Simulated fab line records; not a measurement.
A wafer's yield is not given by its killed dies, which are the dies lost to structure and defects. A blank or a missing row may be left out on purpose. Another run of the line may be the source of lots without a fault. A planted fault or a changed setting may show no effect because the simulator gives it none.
Check for tools in common ; flow gf180mcu ; 42 wafers sampled across 14 lots

== THE REASON FOR OPENING IT ==
Of 14 lots, 2 have the reading POLY_GATE_CVD_00_THK flagged at GF_POLY_GATE_THK_MEAS_01. No-fault wafers: 200.5 nm, standard deviation 2.1.
Rule: flag the lot when none of its wafers has a number, or when each of its wafers that has one lies beyond 4 standard deviations from that mean. The other lots count as sound.

lot;measured;on;POLY_GATE_CVD_00_THK (nm), wafer by wafer;flag
L895;day 8 12:32;film_metro-01;201.0 202.3 203.7;
L896;day 8 21:30;film_metro-03;201.9 201.1 200.6;
L897;day 9 10:25;film_metro-04;200.1 197.5 198.0;
L898;day 9 19:12;film_metro-03;198.8 200.8 199.4;
L899;day 9 19:13;film_metro-01;200.9 200.5 200.3;
L900;day 10 00:43;film_metro-04;195.7 196.3 195.2;
L902;day 10 20:05;film_metro-04;201.2 200.8 201.2;
L903;day 11 03:06;film_metro-04;204.3 202.0 202.2;
L904;day 11 09:33;film_metro-04;201.4 202.7 203.0;
L907;day 12 04:34;film_metro-04;314.0 316.3 314.5;FLAGGED
L908;day 12 10:24;film_metro-03;311.4 312.5 313.1;FLAGGED
L909;day 12 13:23;film_metro-04;197.1 197.3 198.3;
L917;day 15 06:52;film_metro-04;201.3 200.8 201.3;
L918;day 15 16:09;film_metro-04;200.9 200.7 201.9;
The mean of the flagged lots' numbers is 313.6 nm, +113.1 nm from the usual (+54 standard deviations).

== LOT BY LOT: THE TOOL USED ==
The record keeps 1 process step preceding the reading, out of 602 steps on the route. Every cell lists first the tool, next ch and the chambers used by the sampled wafers, and last the start.
lot;flag;GF_POLY_GATE_CVD_00
L895;;lpcvd-02 ch 1, day 8 10:31
L896;;lpcvd-02 ch 0, day 8 20:10
L897;;lpcvd-02 ch 0, day 9 09:04
L898;;lpcvd-01 ch 1, day 9 17:52
L899;;lpcvd-01 ch 1, day 9 17:52
L900;;lpcvd-01 ch 1, day 9 22:41
L902;;lpcvd-02 ch 0, day 10 18:45
L903;;lpcvd-02 ch 0, day 11 01:46
L904;;lpcvd-02 ch 1, day 11 07:33
L907;FLAGGED;lpcvd-02 ch 0, day 12 02:34
L908;FLAGGED;lpcvd-02 ch 1, day 12 09:04
L909;;lpcvd-01 ch 0, day 12 12:01
L917;;lpcvd-02 ch 1, day 15 05:29
L918;;lpcvd-01 ch 1, day 15 14:49
What these steps do:
- GF_POLY_GATE_CVD_00: deposits poly-Si, target thk 200 nm, time 1200 s.
- GF_POLY_GATE_THK_MEAS_01

== FLAGGED AGAINST TOTAL, ONE TOOL AT A TIME (gauges that did the reading follow at the end) ==
step;tool;lots run;flagged;share of the flagged lots;sound lots run after its first flagged lot
GF_POLY_GATE_CVD_00;lpcvd-01;5;0;none;-
GF_POLY_GATE_CVD_00;lpcvd-02;9;2;all;1 (L917)
GF_POLY_GATE_THK_MEAS_01;film_metro-01;2;0;none;-
GF_POLY_GATE_THK_MEAS_01;film_metro-03;3;1;some;0
GF_POLY_GATE_THK_MEAS_01;film_metro-04;9;1;some;3 (L909,L917,L918)

== WHAT THE TABLE PERMITS ==
All flagged lots share 1 row of the table, namely lpcvd-02 at GF_POLY_GATE_CVD_00.
- lpcvd-02 at GF_POLY_GATE_CVD_00: 2 of its 9 lots flagged. Lots that were sound ran on it after the first flagged one (L917); a persistent fault on the entire tool would not allow that.
No row of the table ran every flagged lot and no sound lot after the first.

== WHAT WAS PUT IN BY THE SIMULATOR ==
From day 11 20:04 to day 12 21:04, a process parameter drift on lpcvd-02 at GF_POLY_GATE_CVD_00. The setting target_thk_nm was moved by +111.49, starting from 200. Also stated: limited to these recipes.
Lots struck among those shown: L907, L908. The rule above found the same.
